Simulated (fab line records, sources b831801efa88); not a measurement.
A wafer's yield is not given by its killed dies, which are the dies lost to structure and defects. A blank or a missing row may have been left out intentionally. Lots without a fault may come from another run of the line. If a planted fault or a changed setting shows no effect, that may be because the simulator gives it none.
fab line records -- flow sky130
[record] lots = 14, wafers = 42, lastDay = 50
route steps=708 shown FIELD_ISO@5 PWDE@55 LI_CONTACT@381 PAD_OPEN@708
lots that met no fault: from a run of the same line without faults
startH: start of the lot's first displayed wafer, in hours after the record's first day -- waitH: time in hours since the lot's previous step -- " unchanged from the row above -- L1.1+2: one row covering several wafers at once -- - value missing, or start not given -- * or withheld: withheld -- < > ~ a bound
route shown NAME@n: a module of which the file shows steps, and the number in the route of the first -- usual: mean/standard deviation taken from wafers without a fault -- same: alike in all rows -- chamber/n: place in a boat -- sites: the reading at each site -- _std_site: how widely they spread, as a standard deviation -- _edge_site: outer sites' mean less inner sites' -- radiusMm: how far each site lies from the wafer's centre -- mask NAME#n: copy n -- behind: the most recent tool/chamber to have shaped the wafer -- hold: reason for holding the lot/hours on hold/outcome of the hold -- device: transistor that didn't switch, given as n, p or np -- end of line: the tests these same wafers got at the end of their route -- step lacking rows: just its recipe -- killed: dies that structure and defects cost at the first sort, which is not the same as the wafer's yield -- map: dies across one wafer; x = killed, . = not, _ = none there
set.NAME: the setting as run; set.NAME@STEP: as run at that earlier step -- model.NAME: the simulator's own value behind a step, which no gauge read
steps of the route over a sample of lots; a table a step, a row a wafer
services: when a tool's chamber went out of use (startH, in hours from the record's first day, below 0 if earlier), for how many hours, and the reason
[[steps]]
[step SKY_FIELD_ISO_THK_MEAS_04]
[recipe] reads = Si3N4_of_FIELD_ISO_CVD_03
[usual] FIELD_ISO_CVD_03_THK = 165.1/1.2
lot.wafer,tool,chamber,startH,waitH,FIELD_ISO_CVD_03_THK[nm]
L420.1,filmMetro-01,-,14.44,0.0,165.3
L420.4,filmMetro-01,-,14.44,0.0,165.6
L420.6,filmMetro-01,-,14.44,0.0,165.3
L421.1,filmMetro-01,-,19.33,0.0,165.8
L421.4,filmMetro-01,-,19.33,0.0,167.4
L421.5,filmMetro-01,-,19.33,0.0,166.7
L422.1,filmMetro-01,-,24.72,0.0,163.7
L422.2,filmMetro-01,-,24.72,0.0,164.8
L422.5,filmMetro-01,-,24.72,0.0,164.4
L423.2,filmMetro-03,-,30.25,0.0,165.0
L423.3,filmMetro-03,-,30.25,0.0,166.0
L423.5,filmMetro-03,-,30.25,0.0,164.9
L425.2,filmMetro-03,-,40.87,0.0,164.0
L425.3,filmMetro-03,-,40.87,0.0,164.1
L425.5,filmMetro-03,-,40.87,0.0,164.1
L432.3,filmMetro-04,-,77.46,0.0,164.9
L432.4,filmMetro-04,-,77.46,0.0,165.3
L432.6,filmMetro-04,-,77.46,0.0,165.4
L433.2,filmMetro-01,-,80.13,0.0,165.9
L433.4,filmMetro-01,-,80.13,0.0,165.2
L433.6,filmMetro-01,-,80.13,0.0,166.1
L434.1,filmMetro-03,-,84.33,0.0,165.6
L434.2,filmMetro-03,-,84.33,0.0,165.6
L434.6,filmMetro-03,-,84.33,0.0,165.7
L437.2,filmMetro-01,-,113.18,0.0,164.7
L437.3,filmMetro-01,-,113.18,0.0,163.6
L437.6,filmMetro-01,-,113.18,0.0,164.9
L438.2,filmMetro-04,-,113.18,0.0,164.4
L438.4,filmMetro-04,-,113.18,0.0,163.9
L438.6,filmMetro-04,-,113.18,0.0,166.3
L439.1,filmMetro-01,-,119.36,0.0,166.6
L439.5,filmMetro-01,-,119.36,0.0,166.6
L439.6,filmMetro-01,-,119.36,0.0,167.0
L440.1,filmMetro-04,-,119.36,0.0,164.1
L440.2,filmMetro-04,-,119.36,0.0,163.5
L440.5,filmMetro-04,-,119.36,0.0,164.3
L441.1,filmMetro-03,-,124.76,0.0,162.7
L441.2,filmMetro-03,-,124.76,0.0,163.7
L441.4,filmMetro-03,-,124.76,0.0,164.1
L443.2,filmMetro-03,-,129.38,0.0,166.4
L443.5,filmMetro-03,-,129.38,0.0,166.5
L443.6,filmMetro-03,-,129.38,0.0,166.7
[step SKY_PWDE_TW_MEAS_10]
[usual] PWDE_TW = 372.0/2.3
lot.wafer,tool,chamber,startH,waitH,PWDE_TW
L420.1,filmMetro-02,-,68.17,0.1,374.8
L420.4,filmMetro-02,-,68.17,0.1,374.6
L420.6,filmMetro-02,-,68.17,0.1,373.1
L421.1,filmMetro-02,-,74.42,0.1,372.1
L421.4,filmMetro-02,-,74.42,0.1,372.8
L421.5,filmMetro-02,-,74.42,0.1,374.5
L422.1,filmMetro-02,-,79.38,0.1,372.2
L422.2,filmMetro-02,-,79.38,0.1,372.2
L422.5,filmMetro-02,-,79.38,0.1,373.7
L423.2,filmMetro-04,-,86.95,0.1,370.6
L423.3,filmMetro-04,-,86.95,0.1,372.3
L423.5,filmMetro-04,-,86.95,0.1,371.5
L425.2,filmMetro-01,-,95.93,0.1,369.9
L425.3,filmMetro-01,-,95.93,0.1,369.2
L425.5,filmMetro-01,-,95.93,0.1,366.1
L432.3,filmMetro-01,-,137.58,0.1,370.0
L432.4,filmMetro-01,-,137.58,0.1,369.9
L432.6,filmMetro-01,-,137.58,0.1,368.4
L433.2,filmMetro-04,-,144.75,0.1,372.1
L433.4,filmMetro-04,-,144.75,0.1,372.1
L433.6,filmMetro-04,-,144.75,0.1,373.9
L434.1,filmMetro-02,-,160.99,0.1,376.3
L434.2,filmMetro-02,-,160.99,0.1,375.3
L434.6,filmMetro-02,-,160.99,0.1,376.1
L438.2,filmMetro-04,-,177.13,0.1,372.9
L438.4,filmMetro-04,-,177.13,0.1,373.7
L438.6,filmMetro-04,-,177.13,0.1,373.1
L437.2,filmMetro-04,-,177.48,0.1,373.8
L437.3,filmMetro-04,-,177.48,0.1,371.7
L437.6,filmMetro-04,-,177.48,0.1,374.8
L439.1,filmMetro-02,-,186.57,0.1,372.0
L439.5,filmMetro-02,-,186.57,0.1,372.6
L439.6,filmMetro-02,-,186.57,0.1,371.6
L440.1,filmMetro-01,-,187.04,0.1,368.8
L440.2,filmMetro-01,-,187.04,0.1,367.6
L440.5,filmMetro-01,-,187.04,0.1,370.6
L441.1,filmMetro-01,-,191.84,0.1,366.7
L441.2,filmMetro-01,-,191.84,0.1,366.4
L441.4,filmMetro-01,-,191.84,0.1,367.9
L443.2,filmMetro-04,-,198.10,0.1,375.4
L443.5,filmMetro-04,-,198.10,0.1,374.2
L443.6,filmMetro-04,-,198.10,0.1,374.6
[step SKY_LI_CONTACT_SPUTTER_19]
[recipe] material = Ti, targetThkNm = 20, chamberPressurePa = 5, powerW = 2500, substrateTempC = 200, timeS = 106.37
[usual] cathodeDcPowerW = 2499.9/0.46, chamberPressurePa = 5.003/0.0092, throttleValvePct = 30.4/1.3
lot.wafer,tool,chamber,startH,waitH,cathodeDcPowerW,chamberPressurePa,throttleValvePct
L420.1,pvdSputter-01,-,673.91,0.0,2500.6,4.988,30.1
L420.4,pvdSputter-01,-,673.91,0.0,2499.5,4.983,28.6
L420.6,pvdSputter-01,-,673.91,0.0,2499.6,4.995,28.8
L421.1,pvdSputter-04,-,682.82,0.0,2500.2,4.993,30.9
L421.4,pvdSputter-04,-,682.82,0.0,2500.1,5.004,31.1
L421.5,pvdSputter-04,-,682.82,0.0,2500.1,5.016,31.0
L422.1,pvdSputter-02,-,693.11,0.0,-,-,-
L422.2,pvdSputter-02,-,693.11,0.0,-,-,-
L422.5,pvdSputter-02,-,693.11,0.0,-,-,-
L423.2,pvdSputter-01,-,697.60,0.0,-,-,-
L423.3,pvdSputter-01,-,697.60,0.0,-,-,-
L423.5,pvdSputter-01,-,697.60,0.0,-,-,-
L425.2,pvdSputter-02,-,719.26,0.0,2500.2,5.002,29.9
L425.3,pvdSputter-02,-,719.26,0.0,2499.3,5.009,30.3
L425.5,pvdSputter-02,-,719.26,0.0,2500.5,5.000,30.3
L432.3,pvdSputter-01,-,776.42,0.0,2499.6,5.016,29.1
L432.4,pvdSputter-01,-,776.42,0.0,2499.9,5.005,28.7
L432.6,pvdSputter-01,-,776.42,0.0,2499.7,5.015,28.9
L433.2,pvdSputter-01,-,785.42,0.0,2498.8,5.000,28.9
L433.4,pvdSputter-01,-,785.42,0.0,2499.3,4.996,30.1
L433.6,pvdSputter-01,-,785.42,0.0,2500.3,5.006,29.1
L434.1,pvdSputter-02,-,803.33,0.0,2500.1,4.998,30.2
L434.2,pvdSputter-02,-,803.33,0.0,2499.3,5.016,30.6
L434.6,pvdSputter-02,-,803.33,0.0,2499.6,5.003,30.3
L438.2,pvdSputter-01,-,825.25,0.0,2500.6,5.002,29.8
L438.4,pvdSputter-01,-,825.25,0.0,2500.0,5.011,28.9
L438.6,pvdSputter-01,-,825.25,0.0,2499.3,5.008,30.2
L437.2,pvdSputter-04,-,829.32,0.0,2499.4,5.004,30.9
L437.3,pvdSputter-04,-,829.32,0.0,2499.3,5.001,32.3
L437.6,pvdSputter-04,-,829.32,0.0,2500.2,4.988,32.1
L439.1,pvdSputter-02,-,836.32,0.0,2499.9,4.995,30.1
L439.5,pvdSputter-02,-,836.32,0.0,2500.3,5.002,32.9
L439.6,pvdSputter-02,-,836.32,0.0,2500.1,4.998,30.3
L440.1,pvdSputter-04,-,838.47,0.0,2499.7,4.991,30.5
L440.2,pvdSputter-04,-,838.47,0.0,2499.5,4.995,32.4
L440.5,pvdSputter-04,-,838.47,0.0,2500.4,4.999,31.1
L441.1,pvdSputter-04,-,843.61,0.0,2500.4,5.023,30.8
L441.2,pvdSputter-04,-,843.61,0.0,2500.1,5.003,32.3
L441.4,pvdSputter-04,-,843.61,0.0,2499.6,5.002,32.3
L443.2,pvdSputter-02,-,854.23,0.0,2499.8,4.998,30.2
L443.5,pvdSputter-02,-,854.23,0.0,2500.6,5.000,29.3
L443.6,pvdSputter-02,-,854.23,0.0,2499.9,4.995,30.4
[step SKY_PAD_OPEN_PROBE_99]
[usual] killed_at_M0_to_M3 = 42/6.4, killed_at_M4_up = 3.0/2, killedAtContacts = 24/5.2, killedAtFrontEnd = 14/4.2, killedAtOther = 0.4/0.72, killedDies = 84/9, killedOnRim = 16/3.7, killedOpen = 46/6.6, killedShort = 38/6
[same] grossDies = 492, killedAtBackSide = 0
lot.wafer,tool,chamber,startH,waitH,hold,killed_at_M0_to_M3,killed_at_M4_up,killedAtContacts,killedAtFrontEnd,killedAtOther,killedDies,killedOnRim,killedOpen,killedShort
L422.1,prober-01,-,1089.88,0.1,awaitDispo/2.2h/scrap,33,2,442,15,0,492,96,41,25
L422.2,prober-01,-,1089.93,0.1,awaitDispo/2.2h/scrap,31,2,437,22,0,492,96,38,35
L422.5,prober-01,-,1090.08,0.2,awaitDispo/2.2h/scrap,38,4,438,12,0,492,96,37,34
L423.2,prober-02,-,1092.30,0.1,awaitDispo/0.9h/scrap,51,3,424,14,0,492,96,41,51
L423.3,prober-02,-,1092.35,0.2,awaitDispo/0.9h/scrap,41,0,427,24,0,492,96,60,32
L423.5,prober-02,-,1092.45,0.2,awaitDispo/0.9h/scrap,46,6,434,6,0,492,96,38,42
L432.3,prober-01,-,1145.90,0.2,-,43,3,28,5,0,79,15,38,40
L432.4,prober-01,-,1145.95,0.2,-,43,2,21,12,0,78,18,47,30
L432.6,prober-01,-,1146.05,0.2,-,36,2,32,11,3,84,21,48,33
L433.2,prober-02,-,1154.94,0.1,-,31,3,34,10,0,78,16,47,31
L433.4,prober-02,-,1155.04,0.2,-,39,2,21,14,1,77,16,41,36
L433.6,prober-02,-,1155.14,0.2,-,39,1,28,15,0,83,17,45,38
L437.2,prober-02,-,1183.63,0.1,-,53,1,12,10,1,77,17,35,42
L437.3,prober-02,-,1183.68,0.2,-,40,2,24,6,1,73,10,36,37
L437.6,prober-02,-,1183.83,0.2,-,38,6,28,12,1,85,18,45,39
L439.1,prober-01,-,1187.71,0.1,-,40,2,22,21,1,86,15,53,33
L439.5,prober-01,-,1187.91,0.2,-,43,2,19,14,1,79,15,45,34
L439.6,prober-01,-,1187.96,0.2,-,40,3,25,15,1,84,16,38,46
L440.1,prober-02,-,1191.62,0.1,-,58,2,16,13,0,89,15,48,41
L440.2,prober-02,-,1191.67,0.1,-,40,4,19,23,0,86,17,49,36
L440.5,prober-02,-,1191.82,0.2,-,39,5,12,20,1,77,13,37,40
L441.1,prober-01,-,1193.94,0.1,-,30,1,25,16,0,72,16,45,27
L441.2,prober-01,-,1193.99,0.1,-,42,1,29,11,0,83,15,39,44
L441.4,prober-01,-,1194.09,0.2,-,46,1,28,17,0,92,21,55,37
// killed by level:class
L422.1 LI_CONTACT:areaSputter=426 VIA1:geometricParticle:open=9 VIA2:geometricParticle:open=8 FIELD_ISO:geometricParticle:open=5 FIELD_ISO:geometricParticle:short=5 METAL1:geometricParticle:short=4 LI_CONTACT:geometricParticle:open=4 LOCAL_INTERCONNECT:geometricParticle:short=4
L422.2 LI_CONTACT:areaSputter=419 VIA1:geometricParticle:open=7 CONTACT:geometricParticle:open=6 VIA3:geometricParticle:open=5 POLY_GATE:geometricParticle:open=5 POLY_GATE:geometricParticle:short=5 METAL2:geometricParticle:short=5 FIELD_ISO:geometricParticle:open=4
L422.5 LI_CONTACT:areaSputter=421 VIA1:geometricParticle:open=7 METAL2:geometricParticle:short=6 CONTACT:geometricParticle:open=6 LI_CONTACT:geometricParticle:open=5 VIA2:geometricParticle:short=5 VIA3:geometricParticle:open=4 CONTACT:geometricParticle:short=4
L423.2 LI_CONTACT:areaSputter=400 VIA1:geometricParticle:open=8 LI_CONTACT:geometricParticle:open=7 CONTACT:geometricParticle:open=7 VIA1:geometricParticle:short=7 VIA3:geometricParticle:open=7 METAL2:geometricParticle:short=6 LOCAL_INTERCONNECT:geometricParticle:short=5
L423.3 LI_CONTACT:areaSputter=400 POLY_GATE:geometricParticle:open=11 VIA1:geometricParticle:open=11 LI_CONTACT:geometricParticle:open=8 CONTACT:geometricParticle:open=8 METAL2:geometricParticle:short=7 FIELD_ISO:geometricParticle:short=6 METAL2:geometricParticle:open=6
L423.5 LI_CONTACT:areaSputter=412 CONTACT:geometricParticle:open=10 METAL1:geometricParticle:short=8 VIA3:geometricParticle:open=8 VIA1:geometricParticle:open=6 METAL2:geometricParticle:short=6 LOCAL_INTERCONNECT:geometricParticle:short=5 VIA2:geometricParticle:short=5
L432.3 VIA1:geometricParticle:open=9 LI_CONTACT:geometricParticle:open=8 METAL2:geometricParticle:short=7 LI_CONTACT:geometricParticle:short=6 CONTACT:geometricParticle:open=6 VIA1:geometricParticle:short=5 VIA2:geometricParticle:open=5 VIA3:geometricParticle:open=5
L432.4 VIA2:geometricParticle:open=11 CONTACT:geometricParticle:open=8 METAL2:geometricParticle:short=7 VIA1:geometricParticle:open=6 VIA3:geometricParticle:open=6 LI_CONTACT:geometricParticle:open=5 METAL1:geometricParticle:short=5 FIELD_ISO:geometricParticle:open=3
L432.6 CONTACT:geometricParticle:open=17 VIA1:geometricParticle:open=10 LI_CONTACT:geometricParticle:open=6 METAL1:geometricParticle:short=5 METAL2:geometricParticle:short=5 LI_CONTACT:geometricParticle:short=4 VIA1:geometricParticle:short=4 FIELD_ISO:geometricParticle:short=3
L433.2 CONTACT:geometricParticle:open=14 VIA1:geometricParticle:open=10 CONTACT:geometricParticle:short=6 VIA3:geometricParticle:open=6 LI_CONTACT:geometricParticle:open=5 LI_CONTACT:geometricParticle:short=4 LOCAL_INTERCONNECT:geometricParticle:short=4 METAL1:geometricParticle:short=4
L433.4 VIA2:geometricParticle:open=9 VIA1:geometricParticle:open=8 CONTACT:geometricParticle:open=7 VIA3:geometricParticle:open=6 FIELD_ISO:geometricParticle:short=5 POLY_GATE:geometricParticle:open=5 VIA3:geometricParticle:short=5 LI_CONTACT:geometricParticle:open=4
L433.6 VIA1:geometricParticle:open=15 CONTACT:geometricParticle:open=11 VIA3:geometricParticle:open=8 FIELD_ISO:geometricParticle:short=6 LOCAL_INTERCONNECT:geometricParticle:short=6 VIA1:geometricParticle:short=6 CONTACT:geometricParticle:short=5 POLY_GATE:geometricParticle:short=4
L437.2 VIA1:geometricParticle:open=17 VIA1:geometricParticle:short=9 METAL2:geometricParticle:short=8 CONTACT:geometricParticle:short=5 METAL1:geometricParticle:short=4 CONTACT:geometricParticle:open=4 VIA2:geometricParticle:open=4 METAL3:geometricParticle:short=3
L437.3 METAL1:geometricParticle:short=10 LI_CONTACT:geometricParticle:open=8 CONTACT:geometricParticle:short=6 VIA1:geometricParticle:open=6 VIA3:geometricParticle:open=6 CONTACT:geometricParticle:open=5 METAL2:geometricParticle:short=5 VIA2:geometricParticle:short=4
L437.6 CONTACT:geometricParticle:open=9 LI_CONTACT:geometricParticle:open=6 CONTACT:geometricParticle:short=6 METAL2:geometricParticle:short=6 VIA3:geometricParticle:open=6 METAL1:geometricParticle:short=5 VIA1:geometricParticle:open=5 VIA2:geometricParticle:open=5
L439.1 VIA1:geometricParticle:open=10 CONTACT:geometricParticle:open=10 VIA2:geometricParticle:open=9 FIELD_ISO:geometricParticle:open=6 CONTACT:geometricParticle:short=5 METAL1:geometricParticle:short=5 VIA1:geometricParticle:short=5 VIA3:geometricParticle:open=4
L439.5 VIA1:geometricParticle:open=10 CONTACT:geometricParticle:open=9 METAL2:geometricParticle:short=7 VIA2:geometricParticle:open=6 POLY_GATE:geometricParticle:short=5 LI_CONTACT:geometricParticle:open=5 VIA3:geometricParticle:short=4 FIELD_ISO:geometricParticle:short=3
L439.6 VIA1:geometricParticle:open=10 LOCAL_INTERCONNECT:geometricParticle:short=9 METAL1:geometricParticle:short=8 VIA1:geometricParticle:short=6 POLY_GATE:geometricParticle:open=5 FIELD_ISO:geometricParticle:open=4 LI_CONTACT:geometricParticle:open=4 CONTACT:geometricParticle:short=4
L440.1 VIA1:geometricParticle:open=16 METAL2:geometricParticle:short=12 VIA3:geometricParticle:open=7 CONTACT:geometricParticle:open=5 VIA1:geometricParticle:short=5 FIELD_ISO:geometricParticle:short=4 FIELD_ISO:geometricParticle:open=4 LI_CONTACT:geometricParticle:open=4
L440.2 FIELD_ISO:geometricParticle:open=8 VIA1:geometricParticle:open=8 LI_CONTACT:geometricParticle:open=7 VIA1:geometricParticle:short=6 CONTACT:geometricParticle:open=5 METAL2:geometricParticle:short=5 FIELD_ISO:geometricParticle:short=4 VIA2:geometricParticle:open=4
L440.5 METAL2:geometricParticle:short=9 VIA1:geometricParticle:open=8 FIELD_ISO:geometricParticle:short=7 POLY_GATE:geometricParticle:open=5 FIELD_ISO:geometricParticle:open=4 POLY_GATE:geometricParticle:short=4 CONTACT:geometricParticle:open=4 VIA1:geometricParticle:short=4
L441.1 LI_CONTACT:geometricParticle:open=8 CONTACT:geometricParticle:open=8 VIA1:geometricParticle:open=7 VIA2:geometricParticle:open=7 VIA3:geometricParticle:open=5 FIELD_ISO:geometricParticle:short=4 FIELD_ISO:geometricParticle:open=4 LI_CONTACT:geometricParticle:short=3
L441.2 VIA1:geometricParticle:open=11 CONTACT:geometricParticle:short=9 CONTACT:geometricParticle:open=8 METAL1:geometricParticle:short=7 LI_CONTACT:geometricParticle:open=6 METAL2:geometricParticle:short=6 VIA1:geometricParticle:short=5 POLY_GATE:geometricParticle:short=4
L441.4 CONTACT:geometricParticle:open=14 LI_CONTACT:geometricParticle:open=10 VIA1:geometricParticle:open=9 VIA1:geometricParticle:short=7 METAL1:geometricParticle:short=6 METAL2:geometricParticle:short=5 VIA2:geometricParticle:open=5 VIA3:geometricParticle:open=5
[[services]]
tool,chamber,startH,hours,kind
pvdSputter-04,-,668.38,11.3,repair
pvdSputter-02,-,709.06,6.2,repair
pvdSputter-04,-,720.61,0.5,repair
pvdSputter-01,-,821.99,3.1,repair
pvdSputter-01,-,843.82,2.5,repair
[[key]]
[firstSign] step = SKY_LI_CONTACT_SPUTTER_19, reading = toolRecord, direction = missing
[effect] step = SKY_PAD_OPEN_PROBE_99, reading = killedAtContacts, direction = up, sigmas = 79, usual = 24, struck = 434
[moreKillsBornAt] SKY_LI_CONTACT_SPUTTER_19@pvdSputter-02 = 1266, SKY_LI_CONTACT_SPUTTER_19@pvdSputter-01 = 1212
metAt SKY_LI_CONTACT_SPUTTER_19
struckLots L422,L423
laterRowsLeftOut L422.1,L422.2,L422.5,L423.2,L423.3,L423.5
testerLeftOut L422,L423
notActingAt SKY_FIELD_ISO_THK_MEAS_04,SKY_PWDE_TW_MEAS_10
onsetBetween 673.91 693.11
[fault] kind = skippedStepWhole, tool = pvdSputter-01,pvdSputter-02, chamber = -, onsetH = 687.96, steps = SKY_LI_CONTACT_SPUTTER_19, scope = struckLotsOnly
// testerLeftOut: of these lots the tester's yield and bins aren't shown, on N5 and GAA mostly nor the transistor test; their killed dies are dies lost to structure and defects alone, not to doping, threshold or leakage, so they don't give the yield
// laterRowsLeftOut: the simulator's readings of these wafers behind a module that went badly wrong aren't trusted and aren't shown, but for the sort
